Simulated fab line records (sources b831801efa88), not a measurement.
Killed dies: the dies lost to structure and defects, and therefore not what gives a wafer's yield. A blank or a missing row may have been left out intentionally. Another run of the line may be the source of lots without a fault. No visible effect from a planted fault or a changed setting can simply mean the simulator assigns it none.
Matching of chambers	flow gf180mcu	GF_POLY_GATE_ETCH_13 on rie_si-01 has 4 sister chambers
The step etches poly-Si in HBr/Cl2, stops on SiO2, target depth 198.5 nm, time 69.6 s. 8 wafers are shown with their chamber, then 7 later ones without.

WAFERS PAIRED WITH THEIR CHAMBERS
wafer	chamber	drypump_motor_current_A (A)	oes_product_au (a.u.)
L343.6	1	6.0	1.000
L347.5	3	4.9	0.984
L347.6	0	6.1	1.010
L353.1	1	6.0	0.992
L353.3	2	6.3	0.991
L353.4	0	6.0	0.993
L363.1	3	5.0	0.977
L363.2	2	6.3	0.986

WAFERS WITH NO CHAMBER GIVEN
wafer	drypump_motor_current_A (A)	oes_product_au (a.u.)
L363.3	6.0	0.994
L364.2	6.3	0.985
L364.4	6.0	0.991
L364.6	4.9	0.990
L365.2	6.0	0.987
L365.4	5.0	0.990
L365.5	5.9	0.989

WHICH CHAMBER EACH WENT THROUGH
wafer	from the rows above	in truth
L363.3	can't be placed: 1 or 0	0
L364.2	2	2
L364.4	can't be placed: 1 or 0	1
L364.6	3	3
L365.2	can't be placed: 1 or 0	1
L365.4	3	3
L365.5	can't be placed: 1 or 0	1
Correctly placed: 3 of 7. Not placeable from these rows: 4 (in 4, the candidates include the true chamber). 0 placed wrongly.
How it was worked out, from the rows above alone: a wafer's distance from a chamber is the root of the sum, over the readings, of the square of ((its reading less the chamber's mean) divided by the reading's scatter). The wafer belongs to the nearest chamber; if the next one is less than 2 further off, it can't be placed. Each chamber's mean is taken over the wafers shown for it. The scatter is the square root of a quotient: the sum, over the shown wafers, of each reading's squared deviation from its chamber's mean, divided by wafers minus chambers.
